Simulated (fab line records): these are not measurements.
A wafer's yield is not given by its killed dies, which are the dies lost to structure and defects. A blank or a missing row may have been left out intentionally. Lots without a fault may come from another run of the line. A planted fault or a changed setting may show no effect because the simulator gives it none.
Matching of chambers / flow gf180mcu / rie diel-01 running GF_PASSIVATION_ETCH_11: 4 sister chambers
The step etches the open film in CF4/O2, stops on TiN, target depth 2040 nm, time 453.3 s. 4 wafers are shown with their chamber, then 9 later ones without.

EACH WAFER AND ITS CHAMBER
wafer=L083.6; chamber=0; drypump motor current A (A)=6.2
wafer=L090.1; chamber=3; drypump motor current A (A)=5.8
wafer=L090.4; chamber=2; drypump motor current A (A)=5.3
wafer=L090.6; chamber=1; drypump motor current A (A)=5.7

WAFERS MISSING THEIR CHAMBER
wafer=L093.1; drypump motor current A (A)=6.2
wafer=L093.2; drypump motor current A (A)=5.8
wafer=L093.6; drypump motor current A (A)=5.8
wafer=L094.2; drypump motor current A (A)=6.2
wafer=L094.4; drypump motor current A (A)=5.3
wafer=L094.5; drypump motor current A (A)=6.2
wafer=L095.4; drypump motor current A (A)=5.7
wafer=L095.5; drypump motor current A (A)=5.2
wafer=L095.6; drypump motor current A (A)=6.2

WHICH CHAMBER EACH ONE RAN IN
wafer=L093.1; from the rows above=0; in truth=0
wafer=L093.2; from the rows above=3; in truth=3
wafer=L093.6; from the rows above=3; in truth=3
wafer=L094.2; from the rows above=0; in truth=0
wafer=L094.4; from the rows above=2; in truth=2
wafer=L094.5; from the rows above=0; in truth=0
wafer=L095.4; from the rows above=1; in truth=1
wafer=L095.5; from the rows above=2; in truth=2
wafer=L095.6; from the rows above=0; in truth=0
Correct placement for 9 of the 9. Number that these rows cannot place: 0. Placed wrongly: 0.
How it was worked out, from the rows above alone: a wafer's distance from a chamber is the root of the sum, over the readings, of the square of ((its reading less the chamber's mean) divided by the reading's scatter). The wafer belongs to the nearest chamber; if the next one is less than 2 further off, it can't be placed. Each chamber's mean is taken over the wafers shown for it. The scatter: with one shown wafer a chamber, the root of the mean of the squares of how far each hidden wafer lies from its nearest shown one.
